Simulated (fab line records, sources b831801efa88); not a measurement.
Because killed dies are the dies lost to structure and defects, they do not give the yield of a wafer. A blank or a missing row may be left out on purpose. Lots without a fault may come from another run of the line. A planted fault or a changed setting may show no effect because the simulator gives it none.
Which tool did it? + flow sky130 + 12 lots (36 wafers sampled), 1 step of a 708-step route

## WHAT EACH GAUGE READ, for each wafer
SKY_CONTACT_CD_MEAS_14: the cd target is 170 nm.
| lot  | measured     | on        | cd-nm (nm)        |
|------|--------------|-----------|-------------------|
| L074 | day 31 12:19 | cd-sem-02 | 169.4 170.2 171.1 |
| L077 | day 32 05:29 | cd-sem-01 | 168.7 168.9 167.7 |
| L079 | day 33 03:31 | cd-sem-01 | 170.3 170.9 171.6 |
| L081 | day 33 18:04 | cd-sem-01 | 171.4 171.7 171.3 |
| L083 | day 34 08:51 | cd-sem-02 | 169.7 171.1 170.8 |
| L085 | day 35 04:27 | cd-sem-01 | 170.3 169.0 169.2 |
| L087 | day 35 16:17 | cd-sem-01 | 170.5 170.4 170.4 |
| L089 | day 36 00:22 | cd-sem-01 | 171.2 169.9 171.4 |
| L091 | day 36 18:11 | cd-sem-01 | 170.6 171.3 168.8 |
| L093 | day 37 01:50 | cd-sem-01 | 169.7 169.5 169.8 |
| L095 | day 38 12:17 | cd-sem-02 | 168.7 169.5 168.9 |
| L096 | day 39 05:44 | cd-sem-02 | 171.7 172.9 172.1 |

## EACH LOT AND THE TOOL THAT RAN IT (in order: tool; ch and the chambers of the sampled wafers; start)
The record holds no process step before these readings.

## THE ANSWER, worked out from the rows above alone
Rule: the usual values come from the lots themselves. The widest of any qualifying gaps counts: lots, ordered by their means at a reading, are off when they make up no more than a third of the lots, leave a main group of 4 or more, and stand apart from it by 3 or more times the standard deviation of that group's means. The tables above print the reading to a certain number of digits; a main group whose means all agree to those digits is not used. Also off: a lot with no number at a reading for which 4 or more lots have one. The other lots that the step has rows for count as sound.
No lot is off at any reading shown: from this, nothing can be told.

## WHAT THE SIMULATOR HAD INSERTED
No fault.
